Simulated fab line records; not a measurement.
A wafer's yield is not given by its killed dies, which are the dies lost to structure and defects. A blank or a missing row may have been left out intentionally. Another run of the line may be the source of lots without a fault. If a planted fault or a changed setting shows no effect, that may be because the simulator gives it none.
Which of the tools did it? -- flow sky130 -- Sampling: 10 lots, 30 wafers, 4 of 708 route steps

## WHAT THE GAUGES READ, wafer by wafer
SKY_VIA1_RS_MEAS_22: uses a four-point probe to measure.
lot,measured,on,VIA1_W_RS (ohm/sq)
L750,day 33 22:16,film metro-04,0.434 0.428 0.434
L751,day 34 13:59,film metro-04,0.422 0.424 0.432
L753,day 35 00:49,film metro-01,0.438 0.436 0.435
L759,day 37 01:41,film metro-04,0.427 0.430 0.428
L762,day 37 18:04,film metro-01,0.430 0.434 0.426
L763,day 38 05:34,film metro-01,0.424 0.425 0.422
L764,day 38 11:25,film metro-03,0.426 0.426 0.422
L768,day 39 15:31,film metro-03,0.435 0.429 0.665
L772,day 40 21:11,film metro-04,0.426 0.434 0.671
L773,day 40 23:28,film metro-04,0.435 0.434 0.662

## EACH LOT AND THE TOOL THAT RAN IT (in order: tool; ch and the chambers of the sampled wafers; start)
lot,SKY_FIELD_ISO_CMP_27,SKY_POLY_GATE_ETCH_15,SKY_VIA1_CVD_21
L750,"cmp-02 ch 0,1,3, day 2 11:04","rie diel-04 ch 1,2, day 16 08:20","cvd w-02 ch 0,1, day 33 22:08"
L751,"cmp-02 ch 1,2, day 2 15:11","rie diel-02 ch 1,2,3, day 16 19:07","cvd w-01 ch 0,1, day 34 13:53"
L753,"cmp-01 ch 0,3, day 3 02:24","rie diel-03 ch 0,2, day 17 10:56","cvd w-02 ch 0,1, day 35 00:43"
L759,"cmp-02 ch 0,1,2, day 4 08:36","rie diel-02 ch 0,2,3, day 19 18:50","cvd w-01 ch 0,1, day 37 01:35"
L762,"cmp-01 ch 1,2,3, day 4 23:35","rie diel-04 ch 0,1,3, day 20 19:34","cvd w-01 ch 0,1, day 37 17:58"
L763,"cmp-02 ch 0,1,2, day 5 05:14","rie diel-04 ch 1,3, day 21 06:26","cvd w-01 ch 1, day 38 05:29"
L764,"cmp-01 ch 2,3, day 5 11:41","rie diel-03 ch 0,1,2, day 21 13:08","cvd w-01 ch 0,1, day 38 11:20"
L768,"cmp-02 ch 0,1,3, day 6 06:21","rie diel-04 ch 1,2,3, day 22 22:47","cvd w-01 ch 0,1, day 39 15:25"
L772,"cmp-01 ch 0,1,3, day 7 07:08","rie diel-04 ch 0,1,2, day 24 10:19","cvd w-01 ch 0,1, day 40 21:06"
L773,"cmp-02 ch 1,2,3, day 7 11:28","rie diel-02 ch 0,2, day 24 16:53","cvd w-01 ch 1, day 40 23:22"
- SKY_FIELD_ISO_CMP_27: polishes, stops on Si3N4, t overpolish 16 s, target thk 457.8 nm.
- SKY_POLY_GATE_ETCH_15: etches BARC in N2/H2, stops on SiO2, time 118.5 s, target depth 110 nm.
- SKY_VIA1_CVD_21: deposits W, target thk 270 nm, time 80.902 s.

## THE ANSWER, worked out from the rows above alone
Rule: the lots themselves supply what counts as usual. The widest of any qualifying gaps counts: lots, ordered by their means at a reading, are off when they make up no more than a third of the lots, leave a main group of 4 or more, and stand apart from it by 3 or more times the standard deviation of that group's means. A main group whose means are all the same, to the digits that the tables above print for the reading, isn't used. A lot without any number at a reading at which 4 lots or more have one is off too. Where the step has rows for the other lots, those lots are counted as sound.
Off: L768, L772, L773, seen at SKY_VIA1_RS_MEAS_22 (VIA1_W_RS). For the main group the mean is 0.429 ohm/sq and the standard deviation 0.0041.
A tool fits if, at a process step before that reading, it ran every lot that is off, and no sound lot after the first of them. Those tools and the gauges at SKY_VIA1_RS_MEAS_22 are tried in the same way. One fits: SKY_VIA1_CVD_21 on cvd w-01. A fault onset in the window from L764 (day 38 11:20, its last sound lot) to L768 (day 39 15:25, its first lot off) fits.

## WHAT THE SIMULATOR HAD INSERTED
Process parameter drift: cvd w-01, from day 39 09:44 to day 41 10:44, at SKY_VIA1_CVD_21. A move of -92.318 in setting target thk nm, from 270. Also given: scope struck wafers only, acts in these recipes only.
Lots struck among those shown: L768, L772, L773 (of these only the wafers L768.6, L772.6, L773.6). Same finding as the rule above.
